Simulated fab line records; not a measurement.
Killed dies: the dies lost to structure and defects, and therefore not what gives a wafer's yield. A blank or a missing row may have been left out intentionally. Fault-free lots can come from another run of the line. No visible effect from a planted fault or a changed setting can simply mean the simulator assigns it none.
fab line records	flow sky130
record lots=6	wafers=18	lastDay=49
route steps=708 shown VIA2@527 METAL3@532 CAPM@537 PAD_OPEN@708
lots that met no fault: from a run of the same line without faults
startH: hours from the record's opening day to when the first of the lot's shown wafers began	waitH: time in hours since the lot's previous step	" unchanged from the row above	L1.1+2: a single row standing in for several wafers	- no value present, or no start provided	* or withheld: withheld	< > ~ a bound
route shown NAME@n: NAME is a module with steps in the file, n the number in the route of the first one	usual: mean/standard deviation taken from wafers without a fault	same: alike in all rows	chamber/n: place in a boat	sites: each site's reading	_std_site: how widely they spread, as a standard deviation	_edge_site: inner sites' mean taken away from outer sites' mean	radiusMm: for every site, how far away it sits from the centre of the wafer	mask NAME#n: copy n	behind: the last tool/chamber to shape the wafer	hold: why the lot was held/for how many hours/how that ended	device: the n, p or np transistor that did not switch	end of line: tests run on the same wafers once the route is complete	a step without rows: its recipe alone	killed: count of dies lost to structure and defects at first sort (not the wafer's yield)	map: dies across one wafer; x = killed, . = not, _ = none there
set.NAME: the setting the step ran with; set.NAME@STEP: the setting that earlier step ran with	model.NAME: the simulator's own value behind a step, which no gauge read
lots at selected steps of the route; one table per step, one row per wafer
services: when a tool's chamber went out of use (startH, in hours from the record's first day, below 0 if earlier), for how many hours, and the reason
## steps
# step SKY_VIA2_SPUTTER_20
# recipe material=TiN	targetThkNm=20	chamberPressurePa=5	powerW=4000	timeS=80
# step SKY_VIA2_CVD_21
# recipe material=W	targetThkNm=420	timeS=126.4	tempC=400	pressureTorr=40
# step SKY_VIA2_RS_MEAS_22
# recipe thkMeasGauge=four-point-probe	reads=W_of_VIA2_CVD_21+TiN_of_VIA2_SPUTTER_20
# usual VIA2_W_RS=0.273/0.0041
lot.wafer	tool	chamber	startH	waitH	VIA2_W_RS[ohm/sq]
L488.1	filmMetro-02	-	856.60	0.1	0.262
L488.2	"	-	"	"	0.273
L488.5	"	-	"	"	0.274
L493.1	filmMetro-02	-	905.40	0.1	0.275
L493.2	"	-	"	"	0.278
L493.5	"	-	"	"	0.274
L492.1	filmMetro-02	-	907.07	0.1	0.272
L492.5	"	-	"	"	0.276
L492.6	"	-	"	"	0.273
L499.2	filmMetro-03	-	947.75	0.1	0.269
L499.4	"	-	"	"	0.276
L499.6	"	-	"	"	0.268
L501.1	filmMetro-03	-	951.60	0.1	0.275
L501.3	"	-	"	"	0.277
L501.5	"	-	"	"	0.276
L504.2	filmMetro-03	-	973.09	0.1	0.275
L504.3	"	-	"	"	0.273
L504.5	"	-	"	"	0.276
# step SKY_VIA2_THK_MEAS_23
# recipe thkMeasGauge=xrf	reads=W_of_VIA2_CVD_21
# usual VIA2_W_THK=417/7.7
lot.wafer	tool	chamber	startH	waitH	VIA2_W_THK[nm]
L488.1	filmMetro-02	-	856.72	0.1	437
L488.2	"	-	"	"	424
L488.5	"	-	"	"	422
L493.1	filmMetro-02	-	905.52	0.1	419
L493.2	"	-	"	"	416
L493.5	"	-	"	"	422
L492.1	filmMetro-02	-	907.19	0.1	426
L492.5	"	-	"	"	417
L492.6	"	-	"	"	426
L499.2	filmMetro-03	-	947.86	0.1	419
L499.4	"	-	"	"	410
L499.6	"	-	"	"	419
L501.1	filmMetro-03	-	951.72	0.1	410
L501.3	"	-	"	"	407
L501.5	"	-	"	"	410
L504.2	filmMetro-03	-	973.20	0.1	415
L504.3	"	-	"	"	415
L504.5	"	-	"	"	412
# step SKY_VIA2_CMP_24
# recipe stopOn=SiO2	tOverpolishS=20	downForcePsi=3.5	platenRpm=60	targetThkNm=0	padVelocityMS=0.94248
# usual motorCurrentA=11.3/1.1	overpolishRunS=20.000/0.0093	timeToEndpointS=101/4.2
# same tOverpolishS=20
lot.wafer	tool	chamber	startH	waitH	motorCurrentA	overpolishRunS	timeToEndpointS
L488.1	cmp-01	3	856.78	0.1	10.9	20.006	106
L488.2	"	2	"	"	12.2	20.011	102
L488.5	"	3	"	"	10.3	19.995	100
L493.1	cmp-01	2	905.63	0.1	11.5	20.002	99
L493.2	"	0	"	"	11.9	20.013	108
L493.5	"	1	"	"	11.0	20.006	105
L492.1	cmp-02	1	907.40	0.2	12.8	19.993	108
L492.5	"	2	"	"	11.6	19.995	104
L492.6	"	3	"	"	8.8	19.995	100
L499.4	cmp-01	0	947.91	0.0	12.5	20.002	101
L499.2	"	2	"	"	12.1	19.982	99
L499.6	"	1	"	"	10.9	20.019	98
L501.1	cmp-01	0	951.78	0.1	12.7	20.001	105
L501.3	"	2	"	"	12.1	19.986	97
L501.5	"	1	"	"	10.5	19.994	104
L504.3	cmp-01	0	973.30	0.1	12.7	20.008	106
L504.2	"	2	"	"	11.6	20.014	102
L504.5	"	3	"	"	9.9	20.002	101
# step SKY_METAL3_SPUTTER_00
# recipe material=Ti	targetThkNm=15	powerW=3000	timeS=10	chamberPressurePa=0.4
# step SKY_METAL3_SPUTTER_01
# recipe material=TiN	targetThkNm=20	powerW=6500	timeS=16.7	chamberPressurePa=0.4
# step SKY_METAL3_SPUTTER_02
# recipe material=AlCu	targetThkNm=735	powerW=10980	timeS=39.1	chamberPressurePa=0.4
# step SKY_METAL3_SPUTTER_03
# recipe material=Ti	targetThkNm=5	powerW=3000	timeS=3.3	chamberPressurePa=0.4
# step SKY_METAL3_SPUTTER_04
# recipe material=TiN	targetThkNm=70	powerW=6500	timeS=58.3	chamberPressurePa=0.4
# usual throttleValvePct=29.9/1
# same timeS=58.3
lot.wafer	tool	chamber	startH	waitH	throttleValvePct
L488.1	pvdSputter-01	-	857.19	0.0	29.1
L488.2	"	-	"	"	30.8
L488.5	"	-	"	"	28.9
L493.1	pvdSputter-03	-	905.99	0.0	28.5
L493.2	"	-	"	"	29.5
L493.5	"	-	"	"	29.3
L492.1	pvdSputter-02	-	907.66	0.0	29.5
L492.5	"	-	"	"	30.9
L492.6	"	-	"	"	31.7
L499.2	pvdSputter-02	-	948.32	0.0	31.1
L499.4	"	-	"	"	29.4
L499.6	"	-	"	"	30.9
L501.1	pvdSputter-02	-	952.19	0.0	29.6
L501.3	"	-	"	"	30.9
L501.5	"	-	"	"	30.9
L504.2	pvdSputter-03	-	973.66	0.0	31.1
L504.3	"	-	"	"	29.5
L504.5	"	-	"	"	28.6
# step SKY_CAPM_CVD_00
# recipe material=SiO2	targetThkNm=15.5	tempC=400	timeS=withheld	rfW=450
# usual heaterPowerW=689/83	susceptorTempC=399.97/0.25
lot.wafer	tool	chamber	startH	waitH	heaterPowerW	susceptorTempC
L488.1	pecvd-04	0	857.24	0.0	803	399.85
L488.2	"	1	"	"	628	400.19
L488.5	"	2	"	"	695	399.65
L493.1	pecvd-04	2	906.04	0.0	685	400.08
L493.2	"	1	"	"	638	400.16
L493.5	"	1	"	"	637	400.11
L492.1	pecvd-02	0	907.71	0.0	697	400.40
L492.5	"	1	"	"	523	399.90
L492.6	"	2	"	"	714	400.21
L499.2	pecvd-04	1	948.37	0.0	613	400.11
L499.4	"	2	"	"	733	399.96
L499.6	"	0	"	"	812	399.67
L501.1	pecvd-02	1	952.24	0.0	581	399.88
L501.3	"	2	"	"	688	400.13
L501.5	"	0	"	"	783	400.06
L504.2	pecvd-04	0	973.71	0.0	812	400.12
L504.3	"	1	"	"	699	400.07
L504.5	"	1	"	"	683	400.08
# step SKY_CAPM_THK_MEAS_01
# recipe reads=SiO2_of_CAPM_CVD_00
# usual CAPM_CVD_00_THK=15.58/0.24
lot.wafer	tool	chamber	startH	waitH	CAPM_CVD_00_THK[nm]
L488.1	filmMetro-02	-	857.26	-	15.60
L488.2	"	-	"	"	15.29
L488.5	"	-	"	"	15.76
L493.1	filmMetro-01	-	906.06	-	15.37
L493.2	"	-	"	"	15.26
L493.5	"	-	"	"	15.63
L492.1	filmMetro-04	-	907.73	-	15.44
L492.5	"	-	"	"	16.06
L492.6	"	-	"	"	15.67
L499.2	filmMetro-01	-	948.40	-	15.39
L499.4	"	-	"	"	16.06
L499.6	"	-	"	"	16.00
L501.1	filmMetro-04	-	952.26	-	15.42
L501.3	"	-	"	"	15.51
L501.5	"	-	"	"	15.36
L504.2	filmMetro-02	-	973.74	-	15.64
L504.3	"	-	"	"	15.53
L504.5	"	-	"	"	15.73
# step SKY_CAPM_SPUTTER_02
# recipe material=TiN	targetThkNm=200	tempC=300	powerW=6500	timeS=166.7	chamberPressurePa=0.4
# usual susceptorTempC=299.99/0.17	throttleValvePct=30.2/0.9
# same timeS=166.7
lot.wafer	tool	chamber	startH	waitH	susceptorTempC	throttleValvePct
L488.1	pvdSputter-04	-	857.32	0.1	300.10	29.6
L488.2	"	-	"	"	299.91	29.5
L488.5	"	-	"	"	300.22	31.7
L493.1	pvdSputter-01	-	906.12	0.1	300.01	29.2
L493.2	"	-	"	"	299.52	30.7
L493.5	"	-	"	"	300.15	29.8
L492.1	pvdSputter-01	-	907.79	0.1	300.02	29.5
L492.5	"	-	"	"	299.79	30.9
L492.6	"	-	"	"	300.19	28.9
L499.2	pvdSputter-01	-	948.45	0.0	300.08	29.4
L499.4	"	-	"	"	300.14	30.7
L499.6	"	-	"	"	300.13	29.7
L501.1	pvdSputter-01	-	952.32	0.1	300.16	29.6
L501.3	"	-	"	"	299.90	29.0
L501.5	"	-	"	"	299.89	29.1
L504.2	pvdSputter-02	-	973.79	0.0	299.89	30.8
L504.3	"	-	"	"	300.04	31.0
L504.5	"	-	"	"	299.95	31.2
# step SKY_CAPM_RS_MEAS_03
# recipe thkMeasGauge=four-point-probe	reads=TiN_of_CAPM_SPUTTER_02
# usual CAPM_TIN_RS=6.92/0.086
lot.wafer	tool	chamber	startH	waitH	CAPM_TIN_RS[ohm/sq]
L488.1	filmMetro-01	-	857.43	0.1	6.98
L488.2	"	-	"	"	6.96
L488.5	"	-	"	"	6.88
L493.1	filmMetro-04	-	906.23	0.1	6.79
L493.2	"	-	"	"	6.72
L493.5	"	-	"	"	6.91
L492.1	filmMetro-01	-	907.90	0.1	6.90
L492.5	"	-	"	"	6.81
L492.6	"	-	"	"	6.89
L499.2	filmMetro-02	-	948.58	0.1	6.94
L499.4	"	-	"	"	6.80
L499.6	"	-	"	"	6.96
L501.1	filmMetro-02	-	952.43	0.1	6.94
L501.3	"	-	"	"	6.91
L501.5	"	-	"	"	6.89
L504.2	filmMetro-02	-	973.92	0.1	7.05
L504.3	"	-	"	"	7.04
L504.5	"	-	"	"	7.02
# step SKY_CAPM_THK_MEAS_04
# recipe thkMeasGauge=xrf	reads=TiN_of_CAPM_SPUTTER_02
# usual CAPM_TIN_THK=198.7/2.5
lot.wafer	tool	chamber	startH	waitH	CAPM_TIN_THK[nm]
L488.1	filmMetro-01	-	857.55	0.1	195.9
L488.2	"	-	"	"	197.5
L488.5	"	-	"	"	198.3
L493.1	filmMetro-04	-	906.35	0.1	202.1
L493.2	"	-	"	"	203.7
L493.5	"	-	"	"	199.0
L492.1	filmMetro-01	-	908.02	0.1	197.8
L492.5	"	-	"	"	200.4
L492.6	"	-	"	"	198.4
L499.2	filmMetro-02	-	948.69	0.1	198.8
L499.4	"	-	"	"	203.1
L499.6	"	-	"	"	197.8
L501.1	filmMetro-02	-	952.55	0.1	198.9
L501.3	"	-	"	"	199.7
L501.5	"	-	"	"	200.0
L504.2	filmMetro-02	-	974.03	0.1	194.9
L504.3	"	-	"	"	196.8
L504.5	"	-	"	"	197.3
# step SKY_CAPM_DEHYDRATE_05
# recipe tempC=200	timeS=60
# step SKY_CAPM_HMDS_06
# recipe primeTimeS=60	primeTempC=120
# step SKY_CAPM_COAT_07
# recipe resist=NOVOLAK	spinRpm=3000	resistThkNm=1140
# step SKY_CAPM_SOFTBAKE_08
# recipe tempC=90	timeS=60	resist=NOVOLAK
# step SKY_CAPM_EXPOSE_09
# recipe maskId=CAPM	na=0.6	sourceShape=conventional	sigmaOuter=0.6	polarization=unpolarized	targetCdNm=1000	doseMj=159
# step SKY_CAPM_PEB_10
# recipe tempC=withheld	timeS=*	resist=NOVOLAK
# step SKY_CAPM_DEVELOP_11
# recipe resist=NOVOLAK	developer=TMAH	developTimeS=60	devTempC=23
# step SKY_CAPM_OVL_MEAS_12
# usual CAPM_OVL=0.6/1.5
lot.wafer	tool	chamber	startH	waitH	CAPM_OVL[nm]
L488.1	overlay-02	-	884.06	0.1	1.1
L488.2	"	-	"	"	1.3
L488.5	"	-	"	"	0.8
L493.1	overlay-01	-	930.76	0.1	-0.2
L493.2	"	-	"	"	-1.3
L493.5	"	-	"	"	-0.7
L492.1	overlay-01	-	932.17	0.1	1.3
L492.5	"	-	"	"	1.8
L492.6	"	-	"	"	0.4
L499.2	overlay-01	-	971.56	0.1	-1.1
L499.4	"	-	"	"	-1.7
L499.6	"	-	"	"	-1.0
L501.1	overlay-02	-	974.91	0.1	0.3
L501.3	"	-	"	"	-1.8
L501.5	"	-	"	"	-1.1
L504.2	overlay-01	-	997.11	0.1	1.7
L504.3	"	-	"	"	-0.8
L504.5	"	-	"	"	-1.2
# step SKY_CAPM_METAL_ETCH_13
# recipe targetDepthNm=220	stopOn=SiO2	chemistry=Cl2/BCl3	target=TiN	pressureMtorr=10	icpW=900	biasW=49.71	Cl2_flow_sccm=60	bcl3FlowSccm=30	timeS=62.9
# step SKY_CAPM_STRIP_14
# recipe chemistry=O2/N2	powerW=1400	pressureMtorr=1500	platenTempC=withheld	o2FlowSccm=3000	n2FlowSccm=300	overashFraction=0.5
# step SKY_CAPM_STRIP_15
# recipe chemistry=postEtchResidueRemover	timeS=1200	tempC=72.5
# step SKY_CAPM_CLEAN_16
# recipe chemistry=IPA	timeS=180	tempC=25
# step SKY_CAPM_CLEAN_17
# recipe chemistry=O3/DIW	dry=n2Spin
# step SKY_METAL3_DEHYDRATE_05
# recipe tempC=200	timeS=60
# step SKY_METAL3_HMDS_06
# recipe primeTimeS=60	primeTempC=120
# step SKY_METAL3_COAT_07
# recipe resist=BARC	tempC=withheld	timeS=withheld	spinRpm=3000	resistThkNm=60
# step SKY_METAL3_COAT_08
# recipe resist=KrF-thick	spinRpm=3000	resistThkNm=1140
# step SKY_METAL3_SOFTBAKE_09
# recipe tempC=100	timeS=90	resist=KrF-thick
# step SKY_METAL3_EXPOSE_10
# recipe maskId=MM3	na=0.68	sourceShape=annular	sigmaInner=0.4	sigmaOuter=0.8	targetCdNm=300	doseMj=28
# step SKY_METAL3_PEB_11
# recipe pebTempC=withheld	pebTimeS=withheld	resist=KrF-thick
# step SKY_METAL3_DEVELOP_12
# recipe developTimeS=60	resist=KrF-thick	devTempC=21
# step SKY_METAL3_CD_MEAS_13
# recipe targetCdNm=300
# usual cdNm=300.4/1.5
lot.wafer	tool	chamber	startH	waitH	cdNm
L488.1	cdSem-02	-	910.76	-	302.2
L488.2	"	-	"	"	302.5
L488.5	"	-	"	"	303.0
L493.1	cdSem-02	-	955.93	-	299.1
L493.2	"	-	"	"	298.8
L493.5	"	-	"	"	301.1
L492.1	cdSem-01	-	960.56	-	303.4
L492.5	"	-	"	"	301.9
L492.6	"	-	"	"	301.5
L499.2	cdSem-01	-	996.35	-	301.1
L499.4	"	-	"	"	300.5
L499.6	"	-	"	"	300.6
L501.1	cdSem-01	-	998.37	-	300.7
L501.3	"	-	"	"	301.3
L501.5	"	-	"	"	300.1
L504.2	cdSem-02	-	1021.45	-	298.6
L504.3	"	-	"	"	298.5
L504.5	"	-	"	"	297.4
# step SKY_METAL3_OVL_MEAS_14
# usual METAL3_OVL=-2/4.8
lot.wafer	tool	chamber	startH	waitH	METAL3_OVL[nm]
L488.1	overlay-01	-	910.88	0.1	1
L488.2	"	-	"	"	-11
L488.5	"	-	"	"	-2
L493.1	overlay-02	-	956.05	0.1	-5
L493.2	"	-	"	"	-4
L493.5	"	-	"	"	-13
L492.1	overlay-02	-	960.68	0.1	-1
L492.5	"	-	"	"	0
L492.6	"	-	"	"	-3
L499.2	overlay-02	-	996.45	0.1	-7
L499.4	"	-	"	"	3
L499.6	"	-	"	"	-5
L501.1	overlay-02	-	998.49	0.1	-13
L501.3	"	-	"	"	-13
L501.5	"	-	"	"	-4
L504.2	overlay-02	-	1021.55	0.1	0
L504.3	"	-	"	"	-1
L504.5	"	-	"	"	1
# step SKY_METAL3_DESCUM_15
# recipe chemistry=O2	sourcePowerW=150	biasPowerW=0	pressureMtorr=10	tempC=40	timeS=8
# usual drypumpMotorCurrentA=5.6/0.35	oesProductAu=1.004/0.01
# same timeS=8
lot.wafer	tool	chamber	startH	waitH	drypumpMotorCurrentA	oesProductAu	rfHoursCounterH
L488.1	rieMetal-02	1	910.91	0.0	5.1	1.009	0
L488.2	"	0	"	"	5.8	1.004	17
L488.5	"	1	"	"	5.1	1.019	-
L493.1	rieMetal-01	1	956.08	0.0	5.2	0.992	12
L493.2	"	0	"	"	5.8	0.998	7
L493.5	"	1	"	"	5.2	0.996	-
L492.1	rieMetal-01	1	960.71	0.0	5.2	0.995	12
L492.5	"	1	"	"	5.2	0.987	-
L492.6	"	0	"	"	5.8	0.996	-
L499.2	rieMetal-01	1	996.48	0.0	5.2	0.991	14
L499.4	"	0	"	"	5.9	1.021	-
L499.6	"	0	"	"	5.9	1.013	-
L501.1	rieMetal-02	1	998.52	0.0	5.1	1.017	6
L501.3	"	0	"	"	5.8	1.006	-
L501.5	"	0	"	"	5.8	1.006	-
L504.2	rieMetal-01	0	1021.58	0.0	5.8	1.006	11
L504.3	"	0	"	"	5.8	1.017	-
L504.5	"	1	"	"	5.2	0.994	-
# step SKY_METAL3_ETCH_16
# recipe chemistry=N2/H2	target=BARC	ionEnergyEv=200	biasW=100	pressureMtorr=30	n2FlowSccm=100	h2FlowSccm=200	icpW=500	stopOn=SiO2	timeS=88.2	targetDepthA=600
# step SKY_METAL3_ETCH_17
# recipe target=SiO2	stopOn=TiN	chemistry=C4F8/O2/Ar	sourceW=1500	biasW=1200	pressureMtorr=40	c4f8FlowSccm=withheld	O2_flow_sccm=6	Ar_flow_sccm=300	timeS=3.9	targetDepthA=150
# usual oesProductAu=0.749/0.0069
# same timeS=3.9
lot.wafer	tool	chamber	startH	waitH	oesProductAu	rfHoursCounterH
L488.1	rieDiel-03	2	911.04	0.1	0.755	27
L488.2	"	3	"	"	0.747	14
L488.5	"	1	"	"	0.751	-
L493.1	rieDiel-03	0	956.21	0.1	0.752	16
L493.2	"	2	"	"	0.732	29
L493.5	"	1	"	"	0.753	-
L492.1	rieDiel-02	1	960.84	0.1	0.756	10
L492.5	"	2	"	"	0.755	-
L492.6	"	3	"	"	0.749	-
L499.2	rieDiel-03	1	996.62	0.1	0.744	21
L499.4	"	2	"	"	0.763	30
L499.6	"	0	"	"	0.759	-
L501.1	rieDiel-03	3	998.65	0.1	0.742	16
L501.3	"	0	"	"	0.749	18
L501.5	"	0	"	"	0.745	-
L504.2	rieDiel-02	0	1021.72	0.1	0.749	18
L504.3	"	1	"	"	0.753	11
L504.5	"	1	"	"	0.751	-
# step SKY_METAL3_METAL_ETCH_18
# recipe targetDepthA=8450	stopOn=SiO2	overEtchFrac=0.3	timeS=183.1	chemistry=Cl2/BCl3	resistSidewallDeg=88	pressureMtorr=10	icpW=900	biasW=48.5	Cl2_flow_sccm=60	bcl3FlowSccm=30
# step SKY_PAD_OPEN_PROBE_99
# usual killed_at_M0_to_M3=43/7.5	killed_at_M4_up=2.8/1.8	killedAtContacts=24/5.3	killedAtFrontEnd=14/4.2	killedAtOther=0.3/0.54	killedDies=84/9.4	killedOpen=46/7.1	killedShort=38/6.6
# same grossDies=492	killedAtBackSide=0
lot.wafer	tool	chamber	startH	waitH	killed_at_M0_to_M3	killed_at_M4_up	killedAtContacts	killedAtFrontEnd	killedAtOther	killedDies	killedOpen	killedShort	model.etest.tester.sortNPass	model.etest.tester.sortYieldPct	model.etest.tester.sort_bin_5_pct	model.etest.tester.sort_bin_3_pct
L488.1	prober-01	-	1082.26	0.1	52	2	25	13	0	92	48	44	400	81.3	11.99	1.423
L488.2	prober-01	-	1082.31	0.1	52	4	20	12	0	88	37	51	404	82.11	9.35	2.033
L488.5	prober-01	-	1082.46	0.2	41	1	25	6	1	74	40	34	418	84.96	8.13	1.016
L493.1	prober-01	-	1121.96	0.1	40	2	27	15	0	84	44	40	408	82.93	10.37	1.423
L493.2	prober-01	-	1122.01	0.1	33	2	29	5	0	69	40	29	423	85.98	8.943	0.4065
L493.5	prober-01	-	1122.16	0.2	43	4	27	20	2	96	40	56	396	80.49	11.99	1.423
L492.1	prober-02	-	1123.46	0.1	57	2	19	19	0	97	63	34	395	80.28	10.77	0.813
L492.5	prober-02	-	1123.66	0.2	49	1	22	11	0	83	41	41	409	83.13	11.18	0.6098
L492.6	prober-02	-	1123.71	0.2	52	3	29	15	0	99	64	35	393	79.88	11.38	1.016
L499.2	prober-01	-	1153.89	0.1	40	3	15	10	46	114	38	28	378	76.83	16.06	2.846
L499.4	prober-01	-	1153.99	0.2	38	6	16	15	41	116	44	31	376	76.42	14.43	2.236
L499.6	prober-01	-	1154.09	0.2	35	3	30	8	58	134	34	43	358	72.76	17.89	1.626
L501.1	prober-01	-	1154.65	0.1	50	1	20	17	49	137	52	36	-	-	-	-
L501.3	prober-01	-	1154.75	0.2	38	2	22	13	42	117	44	30	-	-	-	-
L501.5	prober-01	-	1154.85	0.2	43	6	15	11	41	116	42	32	-	-	-	-
L504.2	prober-01	-	1172.35	0.1	45	2	24	20	0	91	49	40	401	81.5	12.4	0.6098
L504.3	prober-01	-	1172.40	0.2	47	2	19	10	1	79	42	36	413	83.94	9.553	1.423
L504.5	prober-01	-	1172.50	0.2	36	3	35	14	0	88	46	42	404	82.11	10.57	1.016
# killed by level:class
L488.1 VIA1:geometricParticle:open=14 VIA2:geometricParticle:open=14 VIA1:geometricParticle:short=10 CONTACT:geometricParticle:short=9 CONTACT:geometricParticle:open=7 FIELD_ISO:geometricParticle:open=5 LOCAL_INTERCONNECT:geometricParticle:short=5 METAL2:geometricParticle:short=5
L488.2 VIA1:geometricParticle:open=12 CONTACT:geometricParticle:open=9 METAL2:geometricParticle:short=7 METAL3:geometricParticle:short=7 LOCAL_INTERCONNECT:geometricParticle:short=6 VIA1:geometricParticle:short=6 VIA2:geometricParticle:open=5 FIELD_ISO:geometricParticle:short=4
L488.5 CONTACT:geometricParticle:open=9 LI_CONTACT:geometricParticle:open=8 VIA1:geometricParticle:short=8 VIA1:geometricParticle:open=8 CONTACT:geometricParticle:short=5 VIA2:geometricParticle:open=5 METAL1:geometricParticle:short=4 VIA2:geometricParticle:short=4
L493.1 CONTACT:geometricParticle:open=16 VIA1:geometricParticle:open=8 METAL1:geometricParticle:short=7 POLY_GATE:geometricParticle:short=5 METAL2:geometricParticle:short=5 VIA3:geometricParticle:open=5 METAL3:geometricParticle:short=4 VIA3:geometricParticle:short=4
L493.2 CONTACT:geometricParticle:open=12 VIA3:geometricParticle:open=10 LI_CONTACT:geometricParticle:open=6 CONTACT:geometricParticle:short=6 METAL1:geometricParticle:short=6 METAL2:geometricParticle:short=5 VIA1:geometricParticle:open=4 VIA2:geometricParticle:open=4
L493.5 VIA1:geometricParticle:open=11 METAL1:geometricParticle:short=8 CONTACT:geometricParticle:short=6 LI_CONTACT:geometricParticle:open=6 CONTACT:geometricParticle:open=6 FIELD_ISO:geometricParticle:open=5 LOCAL_INTERCONNECT:geometricParticle:short=5 METAL3:geometricParticle:short=5
L492.1 VIA1:geometricParticle:open=10 VIA3:geometricParticle:open=10 CONTACT:geometricParticle:open=10 METAL2:geometricParticle:short=10 VIA2:geometricParticle:open=8 FIELD_ISO:geometricParticle:open=7 POLY_GATE:geometricParticle:open=7 VIA1:geometricParticle:short=5
L492.5 VIA1:geometricParticle:open=9 CONTACT:geometricParticle:open=8 METAL2:geometricParticle:short=7 VIA1:geometricParticle:short=7 VIA3:geometricParticle:short=7 VIA3:geometricParticle:open=6 LI_CONTACT:geometricParticle:open=5 VIA2:geometricParticle:open=4
L492.6 CONTACT:geometricParticle:open=16 VIA1:geometricParticle:open=11 VIA3:geometricParticle:open=9 VIA1:geometricParticle:short=8 VIA2:geometricParticle:open=7 LI_CONTACT:geometricParticle:open=7 FIELD_ISO:geometricParticle:open=5 SPACER:geometricParticle:open=5
L499.2 CAPM:unspecified=46 VIA1:geometricParticle:open=10 LI_CONTACT:geometricParticle:open=7 VIA3:geometricParticle:open=7 VIA2:geometricParticle:open=6 CONTACT:geometricParticle:open=5 VIA1:geometricParticle:short=4 FIELD_ISO:geometricParticle:short=3
L499.4 CAPM:unspecified=40 VIA1:geometricParticle:open=11 VIA2:geometricParticle:open=8 CONTACT:geometricParticle:open=6 METAL1:geometricParticle:short=6 LI_CONTACT:geometricParticle:open=5 METAL4:geometricParticle:short=5 POLY_GATE:geometricParticle:open=4
L499.6 CAPM:unspecified=57 CONTACT:geometricParticle:short=8 CONTACT:geometricParticle:open=6 LI_CONTACT:geometricParticle:open=5 LI_CONTACT:geometricParticle:short=5 LOCAL_INTERCONNECT:geometricParticle:short=5 METAL1:geometricParticle:short=5 VIA1:geometricParticle:open=5
L501.1 CAPM:unspecified=49 VIA1:geometricParticle:open=11 VIA2:geometricParticle:open=10 CONTACT:geometricParticle:open=9 FIELD_ISO:geometricParticle:short=7 VIA3:geometricParticle:open=6 METAL2:geometricParticle:short=5 FIELD_ISO:geometricParticle:open=4
L501.3 CAPM:unspecified=42 VIA1:geometricParticle:open=9 LI_CONTACT:geometricParticle:open=8 VIA2:geometricParticle:open=7 LOCAL_INTERCONNECT:geometricParticle:short=6 METAL1:geometricParticle:short=5 METAL2:geometricParticle:short=4 POLY_GATE:geometricParticle:short=4
L501.5 CAPM:unspecified=41 VIA2:geometricParticle:open=8 METAL2:geometricParticle:short=7 LI_CONTACT:geometricParticle:open=6 METAL1:geometricParticle:short=6 VIA1:geometricParticle:open=6 VIA3:geometricParticle:open=6 CONTACT:geometricParticle:open=5
L504.2 VIA1:geometricParticle:open=14 CONTACT:geometricParticle:open=10 VIA2:geometricParticle:open=8 SPACER:geometricParticle:short=6 CONTACT:geometricParticle:short=6 METAL2:geometricParticle:short=6 LI_CONTACT:geometricParticle:open=5 METAL1:geometricParticle:short=5
L504.3 VIA1:geometricParticle:open=8 CONTACT:geometricParticle:open=7 VIA2:geometricParticle:open=7 LI_CONTACT:geometricParticle:open=6 METAL2:geometricParticle:short=6 METAL1:geometricParticle:short=5 VIA2:geometricParticle:short=5 METAL1:geometricParticle:open=4
L504.5 CONTACT:geometricParticle:open=10 LI_CONTACT:geometricParticle:open=9 LOCAL_INTERCONNECT:geometricParticle:short=7 CONTACT:geometricParticle:short=7 POLY_GATE:geometricParticle:open=6 VIA1:geometricParticle:open=5 METAL1:geometricParticle:short=5 VIA2:geometricParticle:open=5
# map L499.6 (x killed, . not)
__________.x.....x.._________
________..xx.......x.._______
______..x....x.......x.._____
_____.x...x.x......x.....____
____...xxx..x......x.x....___
___x..xxx.x.xx.x..x...x....__
__.xxxxxxxxxx.x..x...x...xx._
_.xx.xxxxxxxx....x..........x
_x.xxxxxxxxxx..xx.........x..
_x....xxxxxxxx..x.......x....
_.....x.xxxxx.....x....x.....
_.....xxxxxx.x............x..
_.xx..x...x...........x...x..
_.......x..........x.x.x.....
_x..x..........xxx...........
__................x......x.._
___x......x.x.x....x......x__
____x....x.....xxx....x...___
_____...x.x..............____
______.x.....xx........._____
________x............._______
__________...x.x..x._________
# map L501.1 (x killed, . not)
__________...x...x.._________
________.x..x........._______
______....xx............_____
_____...x....x....xx...x.____
____xxx...xx...x....xxx...___
___....xxxxx.....x...xx....__
__....xxxxxxx..x.....x..x..._
_....xxxxxxxx.xx.xx.x.......x
_..xx.xxxxxxxxx..x.......xxx.
_x...xxxxxxxxxx..x....x...x..
_.x..xxxxxxxx..........x.....
_.....xx.xx.....x.....x......
_.......x.x.....x.......x...x
_x.................x.....x.xx
_.x..x.........x.......xx..x.
__....xx............x..xx..._
___.x....x.................__
____....x.....xx.x.....x.x___
_____.x.x..x...x.........____
______.................x_____
________..x....x..x..._______
__________..x....xx._________
## services
tool	chamber	startH	hours	kind
rieDiel-02	1	832.79	4.4	repair
cmp-02	-	851.21	0.7	repair
pvdSputter-04	-	859.11	0.8	repair
pvdSputter-02	-	877.06	3.1	repair
rieMetal-01	0	879.50	2.3	repair
pecvd-04	-	879.60	5.5	pm
rieMetal-01	0	890.76	28.6	repair
rieDiel-02	3	893.07	5.3	repair
rieMetal-01	1	901.53	36.5	repair
cmp-01	-	907.13	0.4	repair
rieDiel-02	-	907.38	0.3	repair
pvdSputter-03	-	912.29	8.0	repair
rieDiel-03	-	921.90	1.0	repair
rieMetal-02	-	925.78	2.8	pm
rieDiel-03	3	934.16	25.3	repair
pecvd-02	1	964.54	6.5	repair
pvdSputter-01	-	966.11	4.5	repair
pecvd-04	-	988.90	4.3	pm
pecvd-02	1	992.99	2.9	repair
cmp-01	-	998.84	5.9	repair
rieMetal-02	-	1001.94	0.5	repair
pvdSputter-01	-	1003.80	1.2	repair
cmp-01	-	1004.75	5.0	pm
cmp-01	-	1010.12	1.9	repair
## key
firstSign step=SKY_PAD_OPEN_PROBE_99	reading=killedAtOther	direction=up	sigmas=46	usual=0.3	struck=46.2
effect step=SKY_PAD_OPEN_PROBE_99	reading=killedDies	direction=up	sigmas=4	usual=84	struck=122
modelEffect step=SKY_PAD_OPEN_PROBE_99	value=etest.tester.sortNPass	without=411.7	struck=370.7
metAt SKY_CAPM_SPUTTER_02
struckWafers L499.2,L499.4,L499.6,L501.1,L501.3,L501.5
testerLeftOut L501
onsetBetween 907.79 948.45
alsoFits SKY_METAL3_SPUTTER_04:pvdSputter-02,SKY_METAL3_ETCH_17:rieDiel-03
earlierFault kind=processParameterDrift	tool=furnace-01	chamber=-	onsetH=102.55	steps=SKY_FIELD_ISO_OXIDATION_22	channel=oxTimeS	offset=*	shape=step	endH=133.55	actsIn=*	stated=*
fault kind=chamberParticleSource	tool=pvdSputter-01	chamber=-	onsetH=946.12	steps=SKY_CAPM_SPUTTER_02	ratePerVisitCm2=0.7414
# testerLeftOut: of these lots the tester's yield and bins aren't shown, on N5 and GAA mostly nor the transistor test; their killed dies are dies lost to structure and defects alone, not to doping, threshold or leakage, so they don't give the yield
